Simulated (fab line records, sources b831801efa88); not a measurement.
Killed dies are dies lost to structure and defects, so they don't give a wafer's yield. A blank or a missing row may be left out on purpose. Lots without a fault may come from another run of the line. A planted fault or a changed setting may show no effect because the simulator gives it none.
Which tool did it? | flow gf180mcu | 6 lots, 18 wafers sampled, at 2 steps of a route of 602

WHAT THE GAUGES READ, wafer by wafer
GF_DNWELL_TW_MEAS_09.
lot  | measured    | on            | DNWELL_TW
L506 | day 3 02:56 | film_metro-01 | 1350 1340 1353
L508 | day 3 10:07 | film_metro-01 | 1334 1336 1336
L510 | day 3 21:17 | film_metro-03 | 1342 1345 1346
L513 | day 4 12:01 | film_metro-02 | 1340 1333 1344
L521 | day 6 09:44 | film_metro-02 | 1332 1340 1332
L525 | day 7 05:26 | film_metro-02 | 1343 1342 1342

WHICH TOOL RAN EACH LOT (tool, then ch and the chambers of the sampled wafers, then the start)
lot  | GF_DNWELL_EXPOSE_04
L506 | iline_stepper-01 ch 0, day 2 21:10
L508 | iline_stepper-01 ch 0, day 3 04:01
L510 | iline_stepper-02 ch 0, day 3 14:50
L513 | iline_stepper-01 ch 0, day 4 05:43
L521 | iline_stepper-01 ch 0, day 6 02:29
L525 | iline_stepper-01 ch 0, day 6 21:23
- GF_DNWELL_EXPOSE_04: exposes mask DNWELL, target cd 1700 nm.

THE ANSWER, worked out from the rows above alone
Rule: what is usual is taken from the lots themselves. Put in order of their means at a reading, lots are off if they are a third of the lots or fewer, leave a main group of 4 or more, and stand apart from it by a gap of 3 or more times the standard deviation of the main group's means; of several such gaps the widest counts. A main group whose means are all the same, to the digits that the tables above print for the reading, isn't used. A lot without any number at a reading at which 4 lots or more have one is off too. The other lots that the step has rows for count as sound.
No lot is off at any reading shown: from this, nothing can be told.

WHAT THE SIMULATOR HAD PUT IN
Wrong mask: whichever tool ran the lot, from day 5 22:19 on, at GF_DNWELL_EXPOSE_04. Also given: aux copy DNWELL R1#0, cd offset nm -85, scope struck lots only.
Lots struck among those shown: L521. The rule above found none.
